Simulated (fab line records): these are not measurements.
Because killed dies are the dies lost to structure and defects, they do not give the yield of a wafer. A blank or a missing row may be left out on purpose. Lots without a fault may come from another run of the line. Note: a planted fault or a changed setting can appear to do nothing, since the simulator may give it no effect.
One fault seen from 2 desks + flow gf180mcu + what lay behind the numbers comes last; until then each desk has only its own

== AT THE TOOL OWNER'S DESK: iline_stepper-02 ==
The tool's own readings at GF_TOP_METAL_EXPOSE_11 (exposes mask MetalTop, target cd 440 nm): means of the sampled wafers that have a number, for each lot that ran on this tool. The brackets show how far a lot's mean lies from the usual mean; more than 4 standard deviations puts the lot out of limits, marked OUT.
Columns: A = exposure_dose_mJ_cm2 at GF_TOP_METAL_EXPOSE_11, usual 169.80
| lot  | first seen here | A                |
|------|-----------------|------------------|
| L502 | day 27 16:33    | 169.82           |
| L503 | day 27 23:00    | 169.66           |
| L505 | day 28 20:53    | 169.75           |
| L506 | day 28 21:50    | 169.91           |
| L511 | day 30 17:12    | 164.94 (-29) OUT |
| L521 | day 32 21:29    | 169.82           |
| L522 | day 33 01:48    | 169.58           |
| L523 | day 33 08:18    | 169.80           |
| L524 | day 33 12:46    | 169.82           |
| L525 | day 33 15:41    | 169.59           |
This desk finds L511 out of limits, L511 being first, at day 30 17:12 (exposure_dose_mJ_cm2 at GF_TOP_METAL_EXPOSE_11). In limits: L502, L503, L505, L506, L521, L522, L523, L524, L525.

== THE METROLOGY DESK ==
Lot by lot, what the gauges showed, no matter which tool ran the lot: averages of those sampled wafers that carry a number. The brackets show how far a lot's mean lies from the usual mean; more than 4 standard deviations puts the lot out of limits, marked OUT.
Columns: A = cd_nm at GF_TOP_METAL_CD_MEAS_14, usual 440.2 nm; B = TOP_METAL_OVL at GF_TOP_METAL_OVL_MEAS_15, usual 0.1 nm
| lot  | first seen here | A               | B    |
|------|-----------------|-----------------|------|
| L502 | day 28 02:11    | 441.8           | 2.1  |
| L503 | day 28 08:45    | 443.5           | 1.8  |
| L505 | day 29 06:33    | 440.7           | -0.2 |
| L506 | day 29 07:11    | 441.7           | -0.5 |
| L508 | day 30 02:29    | 440.8           | -1.1 |
| L511 | day 31 02:09    | 393.4 (-21) OUT | 0.4  |
| L518 | day 32 12:34    | 437.4           | -0.2 |
| L520 | day 32 23:29    | 441.5           | -3.0 |
| L521 | day 33 05:37    | 438.5           | -0.8 |
| L522 | day 33 08:46    | 441.6           | 1.7  |
| L523 | day 33 15:42    | 439.9           | 0.1  |
| L524 | day 33 20:28    | 439.0           | -2.2 |
| L525 | day 33 23:23    | 436.8           | 0.6  |
This desk finds L511 out of limits, L511 being first, at day 31 02:09 (cd_nm at GF_TOP_METAL_CD_MEAS_14). In limits: L502, L503, L505, L506, L508, L518, L520, L521, L522, L523, L524, L525.

== PUT TOGETHER ==
On L511, at day 30 17:12, an alarm was possible from the tool owner's desk.
On L511, the metrology desk was in a position to raise an alarm at day 31 02:09.
All the named lots went through GF_TOP_METAL_EXPOSE_11 on iline_stepper-02.

== WHAT WAS PUT IN BY THE SIMULATOR ==
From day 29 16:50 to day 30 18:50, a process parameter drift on iline_stepper-02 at GF_TOP_METAL_EXPOSE_11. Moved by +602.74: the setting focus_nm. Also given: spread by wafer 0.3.
Shown lots that were struck: L511.
Fault start to first reading out of limits, in hours, per desk: tool owner, 24; metrology, 33.
